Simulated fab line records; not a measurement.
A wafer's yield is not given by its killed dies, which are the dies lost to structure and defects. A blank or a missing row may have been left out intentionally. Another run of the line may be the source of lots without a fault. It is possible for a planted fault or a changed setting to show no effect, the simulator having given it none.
Matching of chambers	flow sky130	SKY_CONTACT_CMP_27 on cmp-01: 4 sister chambers
The step polishes, stops on SiO2, t overpolish 15 s, target thk 0 nm. 8 wafers are shown with their chamber, then 6 later ones without.

== WAFERS PAIRED WITH THEIR CHAMBERS ==
wafer	chamber	motor-current-A (A)	time-to-endpoint-s (s)
L699.1	0	10.0	81
L699.4	1	11.4	81
L699.6	3	10.6	82
L700.1	2	10.3	82
L700.5	2	10.3	82
L700.6	3	9.9	81
L701.4	0	11.0	76
L701.5	1	11.3	85

== WAFERS MISSING THEIR CHAMBER ==
wafer	motor-current-A (A)	time-to-endpoint-s (s)
L701.6	9.8	76
L706.2	9.8	86
L706.4	10.8	79
L717.4	10.9	82
L717.5	10.7	83
L717.6	9.8	85

== EACH ONE'S CHAMBER ==
wafer	from the rows above	in truth
L701.6	can't be placed: 0 or 3 or 2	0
L706.2	can't be placed: 2 or 3 or 0 or 1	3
L706.4	can't be placed: 0 or 3 or 2 or 1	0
L717.4	can't be placed: 1 or 2 or 3 or 0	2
L717.5	can't be placed: 2 or 3 or 1 or 0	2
L717.6	can't be placed: 2 or 3 or 0 or 1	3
Placed correctly: 0 of 6. Cannot be placed on the basis of these rows: 6; the candidates contain the true chamber in 6. 0 placed wrongly.
How it was worked out, from the rows above alone: a wafer's distance from a chamber is the root of the sum, over the readings, of the square of ((its reading less the chamber's mean) divided by the reading's scatter). If the next closest chamber is less than 2 further off than the closest, the wafer can't be placed; otherwise it belongs to the closest. A chamber's mean is the mean of its shown wafers. The scatter: the root of (the sum of the squares of (reading less its chamber's mean) over the shown wafers, divided by (wafers less chambers)).
